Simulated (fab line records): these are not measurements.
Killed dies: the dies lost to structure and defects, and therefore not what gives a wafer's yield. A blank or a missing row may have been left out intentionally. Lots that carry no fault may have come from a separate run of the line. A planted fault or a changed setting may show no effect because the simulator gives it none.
Chamber matching | flow sky130 | SKY_CAP2M_CVD_00 on pecvd-03: 3 sister chambers
The step deposits SiO2, target thk 15.5 nm. 6 wafers are shown with their chamber, then 8 later ones without.

== WAFERS PAIRED WITH THEIR CHAMBERS ==
wafer  | chamber | heaterPowerW (W)
L081.6 | 1       | 827
L086.6 | 0       | 559
L088.2 | 1       | 798
L088.3 | 2       | 775
L088.6 | 0       | 545
L092.2 | 2       | 787

== WAFERS WHOSE CHAMBER IS MISSING ==
wafer  | heaterPowerW (W)
L092.5 | 584
L092.6 | 765
L094.2 | 857
L094.3 | 748
L094.5 | 647
L096.1 | 596
L096.3 | 666
L096.6 | 596

== WHICH CHAMBER EACH WENT THROUGH ==
wafer  | from the rows above     | in truth
L092.5 | 0                       | 0
L092.6 | 2                       | 2
L094.2 | 1                       | 1
L094.3 | 2                       | 2
L094.5 | 0                       | 0
L096.1 | 0                       | 0
L096.3 | can't be placed: 0 or 2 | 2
L096.6 | 0                       | 0
Correct placement for 7 of the 8. Not placeable from these rows: 1 (in 1, the candidates include the true chamber). Placed wrongly: 0.
How it was worked out, from the rows above alone: a wafer's distance from a chamber is the root of the sum, over the readings, of the square of ((its reading less the chamber's mean) divided by the reading's scatter). If the next closest chamber is less than 2 further off than the closest, the wafer can't be placed; otherwise it belongs to the closest. Each chamber's mean is taken over the wafers shown for it. The scatter is the square root of a quotient: the sum, over the shown wafers, of each reading's squared deviation from its chamber's mean, divided by wafers minus chambers.
